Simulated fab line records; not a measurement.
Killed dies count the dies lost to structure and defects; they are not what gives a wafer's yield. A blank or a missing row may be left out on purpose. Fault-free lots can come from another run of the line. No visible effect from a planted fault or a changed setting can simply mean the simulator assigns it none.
Problem report, 8D (eight disciplines) form, completed by code	flow sky130	the parts of the form that need people (team, actions taken, sign-off) are left out

== 1. WHAT IS WRONG ==
Wafers free of any fault read 252 nm (standard deviation 3.5) for METAL1_ALCU_THK at SKY_METAL1_THK_MEAS_06, against a mean of 229 nm on 3 wafers of 2 lots. That is -6.7 standard deviations from the usual mean.
The step: measures by xrf.
First observed at day 37 11:53: wafer L439.3, on film metro-03. The record holds 36 wafers of 12 lots with a number at this step. The rule behind "out" and "out of limits": a value lying over 4 standard deviations away from the usual mean. All remaining wafers that have a number are taken as sound.

== 2. WHAT IT IS; WHAT IT IS NOT ==
question	is	is not
which readings at this step	METAL1_ALCU_THK	-
which lots	L439, L440	L423, L424, L425, L426, L428, L429, L433, L442, L445, L446
which wafers of those lots	L439.3, L439.4, L440.3	L439.2, L440.5, L440.6
read on which gauges	film metro-03	film metro-02
when	from day 37 11:53	up to then (22 sound wafers); but 11 sound wafers of L440, L442, L445, L446 came after

== 3. WHAT RULES OUT EACH SUSPECT ==
Counting: any tool at a process step up to the reading remains a suspect provided it ran every lot that is out. Sound lots after the first of them don't rule it out here, since some wafers of a struck lot are sound.
- the gauge at SKY_METAL1_THK_MEAS_06: kept. All the wafers that are out were read on film metro-03, and no step on other tools shows them out.
- pvd sputter-02 at SKY_METAL1_SPUTTER_04 (material TiN, target thk 70 nm, time 58.3 s): kept. It ran every lot that is out, first L439 (day 37 11:42); its last sound lot up to then is L425 (day 33 17:42).
Remaining after the count are pvd sputter-02 at SKY_METAL1_SPUTTER_04 and film metro-03 at SKY_METAL1_THK_MEAS_06.

== 4. THE CAUSE (what the simulator had put in) ==
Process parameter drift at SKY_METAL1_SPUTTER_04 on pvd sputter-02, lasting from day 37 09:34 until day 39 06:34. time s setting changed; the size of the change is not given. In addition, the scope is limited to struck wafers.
Counting left 2 suspects, and this tool is among them.

== 5. SEQUENCE OF EFFECTS, ordered by route ==
Each row: a reading where the mean over the struck wafers with a number is more than 3 standard deviations away from the usual. Only readings for which the record gives a usual standard deviation are gone through. hours: the time from each lot's start at the first step in this table that gives one to its start at this step, as a median over the lots. sigmas: the change in usual standard deviations.
hours	step	reading	usual	on struck wafers	change	sigmas
0	SKY_METAL1_THK_MEAS_06	METAL1_ALCU_THK	252 nm	229	-23	-6.7
Later measuring or inspecting steps at which every struck wafer that the step has a row for has a number for every such reading, and none has moved that far: SKY_VIA1_THK_MEAS_01.

== 6. WHAT WOULD HAVE CAUGHT IT SOONER ==
The first out-of-limits reading at a measuring or inspecting step in this record came at day 37 11:53, 2 hours after the fault's start at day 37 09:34.
Tool readings at SKY_METAL1_SPUTTER_04 with a usual standard deviation given in the record: none out on any struck wafer, hence no alarm at a limit of 4 standard deviations on them.
Of the lots that are out (2), L440 began SKY_METAL1_SPUTTER_04 on pvd sputter-02 after day 37 11:53. Holding the tool at that time would have saved it.
